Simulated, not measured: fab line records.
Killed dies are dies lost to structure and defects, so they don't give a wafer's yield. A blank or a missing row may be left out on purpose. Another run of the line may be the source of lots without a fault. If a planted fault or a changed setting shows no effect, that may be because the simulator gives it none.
Tool commonality check -- flow sky130 -- Lots sampled 12, wafers sampled 36

## THE REASON FOR OPENING IT
At SKY_VT_ADJUST_LVTN_TW_MEAS_21 the reading VT_ADJUST_LVTN_2_TW is flagged on 2 of 12 lots. No-fault wafers: 189.6, standard deviation 1.9.
Rule: flag the lot when none of its wafers has a number, or when each of its wafers that has one lies beyond 4 standard deviations from that mean. As for the other lots, they are considered sound.

lot,measured,on,"VT_ADJUST_LVTN_2_TW, wafer by wafer",flag
L925,day 8 07:28,film_metro-02,189.1 187.0 187.0,
L926,day 8 12:36,film_metro-02,186.8 186.1 186.6,
L928,day 9 01:39,film_metro-02,188.8 186.8 188.6,
L930,day 9 12:58,film_metro-03,167.8 167.6 168.5,FLAGGED
L931,day 9 20:22,film_metro-01,166.5 167.3 165.2,FLAGGED
L932,day 10 05:00,film_metro-03,191.9 192.8 193.2,
L938,day 12 05:16,film_metro-03,191.2 191.0 190.4,
L939,day 12 15:52,film_metro-01,191.2 189.5 190.2,
L940,day 12 16:10,film_metro-01,190.3 190.2 190.0,
L942,day 13 03:04,film_metro-02,187.9 187.1 188.1,
L946,day 14 23:25,film_metro-02,187.5 187.1 187.2,
L945,day 15 00:00,film_metro-01,189.3 190.0 190.3,
On average the flagged lots' numbers are 167.2, which is -22.4 against the usual, or -12 standard deviations.

## EACH LOT AND THE TOOL IT RAN ON
2 process steps preceding the reading are held in the record, out of 708 steps in the route. In each cell: the tool, then ch and the chambers that the sampled wafers went through, then the start.
lot,flag,SKY_FIELD_ISO_CMP_27,SKY_VT_ADJUST_LVTN_IMPLANT_19
L925,,"cmp-01 ch 0,2, day 2 21:56","implanter-02 ch 0, day 8 07:13"
L926,,"cmp-02 ch 0,1, day 3 02:55","implanter-02 ch 0, day 8 12:23"
L928,,"cmp-02 ch 0,1,3, day 3 11:44","implanter-02 ch 0, day 9 01:26"
L930,FLAGGED,"cmp-01 ch 0,1, day 3 22:11","implanter-02 ch 0, day 9 12:45"
L931,FLAGGED,"cmp-01 ch 0,1, day 4 02:50","implanter-02 ch 0, day 9 20:09"
L932,,"cmp-01 ch 1,3, day 4 09:31","implanter-03 ch 0, day 10 04:45"
L938,,"cmp-01 ch 1,2, day 5 19:59","implanter-03 ch 0, day 12 05:02"
L939,,"cmp-02 ch 0,1,3, day 6 05:01","implanter-02 ch 0, day 12 15:38"
L940,,"cmp-01 ch 0,2, day 6 05:01","implanter-03 ch 0, day 12 15:56"
L942,,"cmp-01 ch 0,1, day 6 12:19","implanter-02 ch 0, day 13 02:50"
L946,,"cmp-01 ch 0,2, day 7 20:33","implanter-01 ch 0, day 14 23:10"
L945,,"cmp-02 ch 2,3, day 7 20:30","implanter-02 ch 0, day 14 23:45"
What these steps do:
- SKY_FIELD_ISO_CMP_27: polishes, stops on Si3N4, t overpolish 16 s, target thk 457.8 nm.
- SKY_VT_ADJUST_LVTN_IMPLANT_19
- SKY_VT_ADJUST_LVTN_TW_MEAS_21

## FLAGGED OVER TOTAL, TOOL BY TOOL (the gauges that took the reading come last)
step,tool,lots run,flagged,share of the flagged lots,sound lots run after its first flagged lot
SKY_FIELD_ISO_CMP_27,cmp-01,8,2,all,"5 (L932,L938,L940,L942,L946)"
SKY_FIELD_ISO_CMP_27,cmp-02,4,0,none,-
SKY_VT_ADJUST_LVTN_IMPLANT_19,implanter-01,1,0,none,-
SKY_VT_ADJUST_LVTN_IMPLANT_19,implanter-02,8,2,all,"3 (L939,L942,L945)"
SKY_VT_ADJUST_LVTN_IMPLANT_19,implanter-03,3,0,none,-
SKY_VT_ADJUST_LVTN_TW_MEAS_21,film_metro-01,4,1,some,"3 (L939,L940,L945)"
SKY_VT_ADJUST_LVTN_TW_MEAS_21,film_metro-02,5,0,none,-
SKY_VT_ADJUST_LVTN_TW_MEAS_21,film_metro-03,3,1,some,"2 (L932,L938)"

## THE TABLE: WHAT IT ALLOWS
Rows of the table that ran all the flagged lots, 2 in number: cmp-01 at SKY_FIELD_ISO_CMP_27; implanter-02 at SKY_VT_ADJUST_LVTN_IMPLANT_19.
- cmp-01 at SKY_FIELD_ISO_CMP_27 ran 8 lots, 2 of them flagged. After the first flagged lot (L932, L938, L940, L942, L946), sound lots still ran on it; a lasting fault on the whole tool would not permit that.
- implanter-02 at SKY_VT_ADJUST_LVTN_IMPLANT_19 ran 8 lots, 2 of them flagged. After the first flagged lot (L939, L942, L945), sound lots still ran on it; a lasting fault on the whole tool would not permit that. Its own readings (dose_ions_cm2, faraday_current_uA) fall more than 4 standard deviations out on all wafers of the flagged lots.
None of the table's rows ran every flagged lot and, after the first, no sound lot.

## WHAT THE SIMULATOR HAD PUT IN
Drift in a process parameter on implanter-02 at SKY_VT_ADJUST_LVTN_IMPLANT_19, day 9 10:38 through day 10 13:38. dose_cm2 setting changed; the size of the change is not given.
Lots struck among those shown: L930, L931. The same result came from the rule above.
